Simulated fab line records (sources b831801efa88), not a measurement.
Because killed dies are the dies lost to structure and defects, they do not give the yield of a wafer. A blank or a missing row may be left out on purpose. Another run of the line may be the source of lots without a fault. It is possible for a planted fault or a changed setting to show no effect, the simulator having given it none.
Which of the tools did it? ; flow sky130 ; 33 wafers from 11 lots sampled at 2 of the route's 708 steps

## WHAT THE GAUGES SHOWED, per wafer
SKY_VIA3_BOW_MEAS_03.
lot;measured;on;VIA3_BOW (um)
L763;day 38 10:55;film-metro-04;76 69 66
L766;day 39 19:43;film-metro-01;74 87 90
L771;day 41 11:07;film-metro-04;77 64 77
L774;day 41 22:46;film-metro-01;92 85 88
L773;day 41 23:57;film-metro-03;56 88 80
L775;day 42 08:47;film-metro-03;71 70 76
L777;day 43 00:25;film-metro-03;75 86 86
L779;day 43 21:17;film-metro-03;64 69 66
L782;day 44 08:28;film-metro-01;72 79 79
L783;day 44 10:29;film-metro-04;71 68 66
L785;day 44 13:03;film-metro-03;72 77 79

SKY_CAP2M_THK_MEAS_01.
lot;measured;on;CAP2M_CVD_00_THK (nm)
L763;day 39 13:23;film-metro-01;15.05 15.32 15.72
L766;day 40 21:31;film-metro-01;15.55 15.71 15.42
L771;day 42 12:41;film-metro-01;15.10 15.68 15.68
L774;day 43 00:17;film-metro-01;15.66 15.99 15.65
L773;day 43 01:09;film-metro-02;15.95 15.73 15.78
L775;day 43 10:44;film-metro-01;15.47 15.54 15.95
L777;day 44 01:01;film-metro-04;15.30 15.35 15.51
L779;day 44 20:55;film-metro-01;15.70 15.60 16.04
L782;day 45 07:48;film-metro-04;16.00 15.48 15.74
L783;day 45 10:05;film-metro-02;15.47 15.78 15.59
L785;day 45 11:57;film-metro-01;15.38 15.47 15.42

## WHAT TOOL EACH LOT RAN ON (gives the tool, then ch and the chambers of the sampled wafers, and finally the start)
Before these readings, the record contains no process step.

## AS READ BY THE TOOLS THEMSELVES (means over the sampled wafers that have a number; for cases with no such wafer, the mark the record gives instead)
The record holds no such reading with a usual standard deviation.

## THE ANSWER, worked out from the rows above alone
Rule: the usual values come from the lots themselves. The widest of any qualifying gaps counts: lots, ordered by their means at a reading, are off when they make up no more than a third of the lots, leave a main group of 4 or more, and stand apart from it by 3 or more times the standard deviation of that group's means. A main group is skipped when, at the precision printed for the reading in the tables above, its means are all equal. Also off: a lot with no number at a reading for which 4 or more lots have one. Where the step has rows for the other lots, those lots are counted as sound. The gauges are gone through in route order, then the tools' own readings, and for those a lot's mean is taken as printed above. At the first step where some lot is off, the reading lying furthest off is the one used; lots without a number count as furthest.
Nothing can be told from this: no lot is off at any reading shown.

## WHAT THE SIMULATOR PUT IN
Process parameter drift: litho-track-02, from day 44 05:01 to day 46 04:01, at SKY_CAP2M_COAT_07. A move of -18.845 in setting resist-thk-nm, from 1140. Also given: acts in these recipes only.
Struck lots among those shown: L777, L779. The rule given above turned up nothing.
